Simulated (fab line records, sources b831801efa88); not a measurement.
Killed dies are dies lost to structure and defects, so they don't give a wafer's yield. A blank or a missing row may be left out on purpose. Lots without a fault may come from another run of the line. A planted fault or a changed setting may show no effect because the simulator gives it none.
Chamber matching | flow sky130 | SKY_LI_CONTACT_ETCH_15 on rie_diel-04: 4 sister chambers
The step etches PSG in C4F8/O2/Ar, stops on Si, target depth 600 nm. 4 wafers are shown with their chamber, then 8 later ones without.

WAFERS WITH THEIR CHAMBER
wafer  | chamber | bias_w (W)
L961.2 | 3       | 1201
L961.6 | 2       | 1205
L971.5 | 0       | 1204
L974.1 | 1       | 1205

WAFERS WITHOUT THEIR CHAMBER
wafer  | bias_w (W)
L974.2 | 1201
L974.5 | 1198
L975.4 | 1195
L975.5 | 1203
L975.6 | 1199
L977.2 | 1196
L977.3 | 1194
L977.6 | 1197

WHICH CHAMBER EACH WENT THROUGH
wafer  | from the rows above               | in truth
L974.2 | can't be placed: 3 or 0 or 1 or 2 | 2
L974.5 | can't be placed: 3 or 0 or 1 or 2 | 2
L975.4 | can't be placed: 3 or 0 or 1 or 2 | 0
L975.5 | can't be placed: 0 or 1 or 2 or 3 | 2
L975.6 | can't be placed: 3 or 0 or 1 or 2 | 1
L977.2 | can't be placed: 3 or 0 or 1 or 2 | 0
L977.3 | can't be placed: 3 or 0 or 1 or 2 | 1
L977.6 | can't be placed: 3 or 0 or 1 or 2 | 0
Placed correctly: 0 of 8. Can't be placed from these rows: 8 (the true chamber is among the candidates in 8). Placed wrongly: 0.
How it was worked out, from the rows above alone: a wafer's distance from a chamber is the root of the sum, over the readings, of the square of ((its reading less the chamber's mean) divided by the reading's scatter). The wafer belongs to the nearest chamber; if the next one is less than 2 further off, it can't be placed. A chamber's mean is the mean of its shown wafers. The scatter: with one shown wafer a chamber, the root of the mean of the squares of how far each hidden wafer lies from its nearest shown one.
